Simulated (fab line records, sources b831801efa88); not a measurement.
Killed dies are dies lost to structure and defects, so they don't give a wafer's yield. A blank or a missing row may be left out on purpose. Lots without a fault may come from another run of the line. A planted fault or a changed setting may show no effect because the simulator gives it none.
Chamber matching | flow gf180mcu | GF_V5_CMP_04 on cmp-02: 4 sister chambers
The step polishes SiO2. 18 wafers are shown with their chamber, then 9 later ones without.

WAFERS WITH THEIR CHAMBER
wafer  | chamber | motor_current_A (A) | slurry_filter_dp_kPa (kPa)
L360.2 | 1       | 12.9                | 13.84
L360.3 | 3       | 10.5                | 13.71
L360.4 | 2       | 9.7                 | 13.22
L362.1 | 3       | 10.2                | 13.53
L362.2 | 2       | 10.3                | 13.50
L362.3 | 1       | 13.3                | 13.24
L366.1 | 0       | 13.4                | 13.30
L366.3 | 3       | 10.8                | 13.54
L366.5 | 3       | 10.6                | 13.40
L367.1 | 0       | 13.6                | 13.63
L367.3 | 3       | 10.3                | 13.56
L367.5 | 2       | 9.9                 | 13.36
L368.2 | 3       | 10.3                | 13.38
L368.3 | 2       | 9.8                 | 13.34
L368.4 | 0       | 12.6                | 13.47
L370.1 | 3       | 11.3                | 13.61
L370.4 | 1       | 13.1                | 13.49
L370.6 | 1       | 13.4                | 13.57

SIGNATURES (means of the wafers above)
reading              | chamber 0 | chamber 1 | chamber 2 | chamber 3 | scatter within a chamber
motor_current_A      | 13.200    | 13.175    | 9.925     | 10.571    | 0.357
slurry_filter_dp_kPa | 13.4667   | 13.5350   | 13.3550   | 13.5329   | 0.16
Rule: a wafer's distance from a chamber is the root of the sum, over the readings, of the square of ((its reading less the chamber's mean) divided by the reading's scatter). The wafer belongs to the nearest chamber; if the next one is less than 2 further off, it can't be placed. The scatter: the root of (the sum of the squares of (reading less its chamber's mean) over the shown wafers, divided by (wafers less chambers)).

WAFERS WITHOUT THEIR CHAMBER
wafer  | motor_current_A (A) | slurry_filter_dp_kPa (kPa)
L374.2 | 13.2                | 13.42
L374.4 | 11.3                | 13.58
L374.6 | 12.4                | 13.53
L378.2 | 13.6                | 13.57
L378.3 | 13.2                | 13.40
L378.6 | 11.1                | 13.37
L382.2 | 13.3                | 13.49
L382.4 | 10.9                | 13.39
L382.6 | 13.2                | 13.52

WHICH CHAMBER EACH WENT THROUGH
wafer  | from the rows above     | in truth
L374.2 | can't be placed: 0 or 1 | 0
L374.4 | 3                       | 3
L374.6 | can't be placed: 1 or 0 | 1
L378.2 | can't be placed: 1 or 0 | 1
L378.3 | can't be placed: 0 or 1 | 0
L378.6 | can't be placed: 3 or 2 | 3
L382.2 | can't be placed: 0 or 1 | 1
L382.4 | can't be placed: 3 or 2 | 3
L382.6 | can't be placed: 1 or 0 | 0
Placed correctly: 1 of 9. Can't be placed from these rows: 8 (the true chamber is among the candidates in 8). Placed wrongly: 0.
